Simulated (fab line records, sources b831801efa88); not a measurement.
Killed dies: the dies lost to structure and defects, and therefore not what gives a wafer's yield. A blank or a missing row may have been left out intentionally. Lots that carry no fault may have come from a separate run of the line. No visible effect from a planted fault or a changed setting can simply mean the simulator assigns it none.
Struck lot and sound lot, side by side ; flow sky130 ; 28 out of 708 route steps
Sound: these wafers, L846.2, L846.4, L846.6. Wafers L855.1, L855.3, L855.4 were the ones struck. The cause is given at the end.
For every step that has rows: the tool of each side, followed by ch and its chambers, followed by its first start. Under that, the readings that differ: sound wafers ; struck wafers ; difference of the means ; sigmas: that difference in standard deviations of wafers without a fault.
alike: readings whose means differ by less than 2 such deviations, and words and numbers that are the same on both sides. not compared: withheld readings, readings that some wafer has no value for, bounds like >300 that may hide the same value, and numbers for which the record gives no deviation and whose values overlap.
Wherever a step has rows on one side only, a row that says differs or no value, or a row with sigmas, the two part there. Numbers that don't overlap but have no deviation are shown without sigmas and don't part them. A reading missing from all wafers of one side parts the sides only when that side holds two or more wafers.

first, 8 steps without rows for these wafers: SKY_LOCAL_INTERCONNECT_ETCH_13 (etches BARC in N2/H2, stops on SiO2, time 45.9 s, target depth 60 nm); SKY_LOCAL_INTERCONNECT_METAL_ETCH_14 (etches TiN in Cl2/BCl3, stops on PSG, target depth 110 nm, time 31.4 s); SKY_LOCAL_INTERCONNECT_STRIP_15 (strips in O2/N2); SKY_LOCAL_INTERCONNECT_STRIP_16 (strips in post etch residue remover, time 1200 s); SKY_LOCAL_INTERCONNECT_CLEAN_17 (cleans in IPA, time 180 s); SKY_LOCAL_INTERCONNECT_CLEAN_18 (cleans in O3/DIW); SKY_CONTACT_CVD_00 (deposits Si3N4, target thk 75 nm); SKY_CONTACT_HDPCVD_02 (deposits SiO2, target thk 565 nm, time 94.2 s).
SKY_CONTACT_CMP_04: polishes SiO2.
  sound on cmp-01 ch 1,3, day 30 10:52; struck on cmp-01 ch 0,1,3, day 33 11:05
reading;sound;struck;difference;sigmas
head-pressure-psi (psi);3.998 3.991 4.000;1.762 1.749 1.762;-2.239;-99 or more
motor-current-A (A);11.6 12.5 11.8;8.1 6.5 6.8;-4.8;-5
time-to-endpoint-s (s);77 87 80;105 107 105;+24;+7
model.SiO2_of_CONTACT_HDPCVD_02.thk-nm (nm);339.7 340 340.1;434.8 436.7 434.7;+95.5;
then, 9 steps without rows for these wafers: SKY_CONTACT_DEHYDRATE_06 (time 60 s); SKY_CONTACT_HMDS_07 (prime time 60 s); SKY_CONTACT_COAT_08 (resist thk 60 nm); SKY_CONTACT_COAT_09 (resist thk 450 nm); SKY_CONTACT_SOFTBAKE_10 (time 90 s); SKY_CONTACT_EXPOSE_11 (exposes mask CTM1, target cd 170 nm); SKY_CONTACT_PEB_12; SKY_CONTACT_DEVELOP_13 (develop time 60 s); SKY_CONTACT_ETCH_16 (etches BARC in N2/H2, stops on SiO2, time 45.9 s, target depth 60 nm).
SKY_CONTACT_ETCH_17: etches SiO2 in C4F8/O2/Ar, stops on Si3N4, target depth 340 nm.
  sound on rie-diel-04 ch 1,2, day 31 15:02; struck on rie-diel-01 ch 0,1,2, day 34 13:53
reading;sound;struck;difference;sigmas
oes-product-au (a.u.);0.895 0.888 0.885;1.013 0.991 1.003;+0.113;+24
model.CONTACT.feature-depth-nm (nm);339.7 340 340.1;414.4 404.1 410.5;+69.7;
model.etch.depth-nm (nm);339.7 340 340.1;414.4 404.1 410.5;+69.7;
then, 7 steps without rows for these wafers: SKY_CONTACT_ETCH_18 (etches Si3N4 in CHF3/O2, stops on TiN, time 39 s, target depth 75 nm); SKY_CONTACT_STRIP_19 (strips in O2/N2); SKY_CONTACT_STRIP_20 (strips in post etch residue remover, time 1200 s); SKY_CONTACT_CLEAN_21 (cleans in IPA, time 180 s); SKY_CONTACT_CLEAN_22 (cleans in O3/DIW); SKY_CONTACT_SPUTTER_23 (material TiN, target thk 20 nm, time 80 s); SKY_CONTACT_CVD_24 (deposits W, target thk 340 nm, time 102.12 s).
SKY_CONTACT_CMP_27: polishes, stops on SiO2, t overpolish 15 s, target thk 0 nm.
  sound on cmp-02 ch 1,3, day 31 16:09; struck on cmp-02 ch 0,1,2, day 34 14:58
reading;sound;struck;difference;sigmas
model.SiO2_of_CONTACT_HDPCVD_02.thk-nm (nm);336.5 336.9 337;431.6 433.5 431.5;+95.4;
  alike: head-pressure-psi, motor-current-A
-- the record jumps here: 14 days lie between the struck wafers' starts before and after (it left off in module CONTACT and takes up again in module PAD_OPEN, whose first step shown is number 708 of the route) --
SKY_PAD_OPEN_PROBE_99:
  only the struck wafers here have rows in the record (prober-01, day 48 04:30); the sound ones have none

## WHERE THEY PART
Last at SKY_PAD_OPEN_PROBE_99 as far as this record goes, first at SKY_CONTACT_CMP_04.

WHY: what had been put in by the simulator
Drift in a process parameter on cmp-01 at SKY_CONTACT_CMP_04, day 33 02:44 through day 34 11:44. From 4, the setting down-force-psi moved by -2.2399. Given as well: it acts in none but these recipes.
